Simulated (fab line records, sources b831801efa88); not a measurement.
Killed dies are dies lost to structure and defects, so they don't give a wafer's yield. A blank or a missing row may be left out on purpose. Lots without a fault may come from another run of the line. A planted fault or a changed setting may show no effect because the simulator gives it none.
Which tool did it? | flow gf180mcu | 7 lots, 21 wafers sampled, at 4 steps of a route of 602

WHAT THE GAUGES READ, wafer by wafer
GF_PASSIVATION_THK_MEAS_03.
lot  | measured     | on            | PASSIVATION_CVD_02_THK (nm)
L778 | day 28 09:17 | film_metro-04 | 691 697 704
L780 | day 28 20:26 | film_metro-04 | 697 705 714
L784 | day 30 03:30 | film_metro-02 | 698 698 703
L786 | day 30 20:59 | film_metro-02 | 700 685 707
L795 | day 33 07:50 | film_metro-02 | 695 717 710
L797 | day 33 17:26 | film_metro-01 | 696 720 710
L800 | day 34 08:22 | film_metro-01 | 699 710 709

WHICH TOOL RAN EACH LOT (tool, then ch and the chambers of the sampled wafers, then the start)
lot  | GF_MIM_SPUTTER_03            | GF_MIM_CVD_05                   | GF_PASSIVATION_CVD_02
L778 | pvd_sputter-01, day 24 18:22 | pecvd-01 ch 1,2, day 24 18:26   | pecvd-03 ch 1,2, day 28 08:59
L780 | pvd_sputter-04, day 25 05:25 | pecvd-03 ch 0,1, day 25 05:29   | pecvd-02 ch 0,1, day 28 20:08
L784 | pvd_sputter-01, day 26 17:20 | pecvd-03 ch 0,1,2, day 26 17:23 | pecvd-03 ch 0,1,2, day 30 03:13
L786 | pvd_sputter-01, day 27 11:29 | pecvd-01 ch 0,1,2, day 27 11:33 | pecvd-02 ch 0,1,2, day 30 20:41
L795 | pvd_sputter-01, day 30 06:56 | pecvd-02 ch 1,2, day 30 07:00   | pecvd-02 ch 0,1,2, day 33 07:32
L797 | pvd_sputter-02, day 30 16:41 | pecvd-01 ch 0,1, day 30 16:44   | pecvd-04 ch 0,1,2, day 33 17:08
L800 | pvd_sputter-04, day 31 10:19 | pecvd-03 ch 1,2, day 31 10:23   | pecvd-04 ch 1,2, day 34 08:05
- GF_MIM_SPUTTER_03: material Ti, target thk 10 nm, time 6.7 s.
- GF_MIM_CVD_05: deposits Si3N4, target thk 42 nm, time 29.086 s.
- GF_PASSIVATION_CVD_02: deposits Si3N4, target thk 700 nm, time 486.18 s.

THE ANSWER, worked out from the rows above alone
Rule: what is usual is taken from the lots themselves. Put in order of their means at a reading, lots are off if they are a third of the lots or fewer, leave a main group of 4 or more, and stand apart from it by a gap of 3 or more times the standard deviation of the main group's means; of several such gaps the widest counts. A main group whose means are all the same, to the digits that the tables above print for the reading, isn't used. A lot without any number at a reading at which 4 lots or more have one is off too. The other lots that the step has rows for count as sound.
No lot is off at any reading shown: from this, nothing can be told.

WHAT THE SIMULATOR HAD PUT IN
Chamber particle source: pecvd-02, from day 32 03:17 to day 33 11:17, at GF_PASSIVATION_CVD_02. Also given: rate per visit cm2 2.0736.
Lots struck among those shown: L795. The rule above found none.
